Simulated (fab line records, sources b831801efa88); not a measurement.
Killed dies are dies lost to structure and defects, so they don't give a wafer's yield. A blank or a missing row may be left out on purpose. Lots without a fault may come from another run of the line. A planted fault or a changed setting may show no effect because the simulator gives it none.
A struck lot beside a sound one | flow sky130 | 43 steps out of a route of 708
Sound: wafers L195.2, L195.3, L195.6. Struck: wafers L207.2, L207.5, L207.6. The cause comes at the end.
At each step with rows: each side's tool, then ch and its chambers, then its first start. Under that, the readings that differ: sound wafers | struck wafers | difference of the means | sigmas: that difference in standard deviations of wafers without a fault.
alike: readings whose means differ by less than 2 such deviations, and words and numbers that are the same on both sides. not compared: withheld readings, readings that some wafer has no value for, bounds like >300 that may hide the same value, and numbers for which the record gives no deviation and whose values overlap.
The two part at a step that has a row with sigmas, a row that says differs or no value, or rows on one side only. Numbers that don't overlap but have no deviation are shown without sigmas and don't part them. A reading that every wafer of one side lacks parts them only if that side has two wafers or more.

first, 7 steps without rows for these wafers: SKY_LDD_N_DEHYDRATE_00 (time 60 s); SKY_LDD_N_HMDS_01 (prime time 60 s); SKY_LDD_N_COAT_02 (resist thk 306 nm); SKY_LDD_N_SOFTBAKE_03 (time 60 s); SKY_LDD_N_EXPOSE_04 (exposes mask NTM, target cd 840 nm); SKY_LDD_N_PEB_05; SKY_LDD_N_DEVELOP_06 (develop time 60 s).
SKY_LDD_N_OVL_MEAS_07:
  sound on overlay-01, day 18 09:14; struck on overlay-01, day 22 13:26
  alike: LDD_N_OVL
then, 4 steps without rows for these wafers: SKY_LDD_N_IMPLANT_08; SKY_LDD_N_IMPLANT_09; SKY_LDD_N_IMPLANT_10; SKY_LDD_N_IMPLANT_11.
SKY_LDD_N_IMPLANT_12:
  sound on implanter-04 ch 0, day 18 09:53; struck on implanter-02 ch 0, day 22 14:05
then, 3 steps without rows for these wafers: SKY_LDD_N_IMPLANT_13; SKY_LDD_N_IMPLANT_14; SKY_LDD_N_IMPLANT_15.
SKY_LDD_N_STRIP_16: strips in O2/N2.
  sound on plasma_asher-01 ch 0,1, day 18 10:28; struck on plasma_asher-01 ch 0,1, day 22 14:40
  alike: drypump_motor_current_A, oes_product_au, strip_time_to_endpoint_s
  not compared: rf_hours_counter_h
SKY_LDD_N_TW_MEAS_17:
  sound on film_metro-03, day 18 10:34; struck on film_metro-01, day 22 14:46
  alike: LDD_N_TW
then, 7 steps without rows for these wafers: SKY_LDD_P_DEHYDRATE_00 (time 60 s); SKY_LDD_P_HMDS_01 (prime time 60 s); SKY_LDD_P_COAT_02 (resist thk 1140 nm); SKY_LDD_P_SOFTBAKE_03 (time 60 s); SKY_LDD_P_EXPOSE_04 (exposes mask PSDM, target cd 380 nm); SKY_LDD_P_PEB_05; SKY_LDD_P_DEVELOP_06 (develop time 60 s).
SKY_LDD_P_CD_MEAS_07: target cd 380 nm.
  sound on cd_sem-02, day 19 16:26; struck on cd_sem-02, day 23 20:30
  alike: cd_nm
SKY_LDD_P_OVL_MEAS_08:
  sound on overlay-02, day 19 16:32; struck on overlay-01, day 23 20:37
  alike: LDD_P_OVL
then, 1 step without rows for these wafers: SKY_LDD_P_IMPLANT_09.
SKY_LDD_P_STRIP_10: strips in O2/N2.
  sound on plasma_asher-03 ch 0, day 19 16:43; struck on plasma_asher-04 ch 0,1, day 23 20:47
  reading                      | sound             | struck            | difference | sigmas
  strip_time_to_endpoint_s (s) | 14.22 14.26 14.29 | 14.19 14.14 14.16 | -0.09      | -2
  alike: drypump_motor_current_A, oes_product_au
  not compared: rf_hours_counter_h
SKY_LDD_P_TW_MEAS_11:
  sound on film_metro-02, day 19 16:49; struck on film_metro-02, day 23 20:54
  alike: LDD_P_TW
then, 7 steps without rows for these wafers: SKY_LDD_HVN_DEHYDRATE_00 (time 60 s); SKY_LDD_HVN_HMDS_01 (prime time 60 s); SKY_LDD_HVN_COAT_02 (resist thk 300 nm); SKY_LDD_HVN_SOFTBAKE_03 (time 60 s); SKY_LDD_HVN_EXPOSE_04 (exposes mask HVNTM, target cd 700 nm); SKY_LDD_HVN_PEB_05; SKY_LDD_HVN_DEVELOP_06 (develop time 60 s).
SKY_LDD_HVN_OVL_MEAS_07:
  sound on overlay-01, day 20 22:50; struck on overlay-01, day 25 03:00
  alike: LDD_HVN_OVL
then, 1 step without rows for these wafers: SKY_LDD_HVN_IMPLANT_08.
SKY_LDD_HVN_STRIP_09: strips in O2/N2.
  sound on plasma_asher-02 ch 0,1, day 20 23:01; struck on plasma_asher-02 ch 0,1, day 25 03:11
  alike: drypump_motor_current_A, oes_product_au, strip_time_to_endpoint_s
  not compared: rf_hours_counter_h
SKY_LDD_HVN_TW_MEAS_10:
  sound on film_metro-01, day 20 23:07; struck on film_metro-01, day 25 03:17
  alike: LDD_HVN_TW
then, 1 step without rows for these wafers: SKY_LDD_HVP_DEHYDRATE_00 (time 60 s).
-- the record jumps here: 24 days lie between the struck wafers' starts before and after (it left off in module LDD_HVP and takes up again in module PAD_OPEN, whose first step shown is number 708 of the route) --
SKY_PAD_OPEN_PROBE_99:
  sound on prober-02, day 46 12:19; struck on prober-01, day 49 03:31
  reading                                 | sound                   | struck                 | difference | sigmas
  model.etest.nfet_01v8.drive_ua_um_range | 10.64 10.69 6.813       | 16.8 19.49 20.08       | +9.4       |
  model.etest.nfet_01v8.vt_v_range        | 0.01354 0.01189 0.01394 | 0.01411 0.0217 0.02113 | +0.00586   |
  alike: killed_at_M0_to_M3, killed_at_M4_up, killed_at_contacts, killed_at_front_end, killed_at_other, killed_dies, killed_on_rim, killed_open, killed_short

WHERE THEY PART
Only at SKY_LDD_P_STRIP_10, within this record. Later steps at which nothing parts them and some readings are alike: SKY_LDD_P_TW_MEAS_11, SKY_LDD_HVN_OVL_MEAS_07, SKY_LDD_HVN_STRIP_09, SKY_LDD_HVN_TW_MEAS_10, SKY_PAD_OPEN_PROBE_99.

WHY: what the simulator had put in
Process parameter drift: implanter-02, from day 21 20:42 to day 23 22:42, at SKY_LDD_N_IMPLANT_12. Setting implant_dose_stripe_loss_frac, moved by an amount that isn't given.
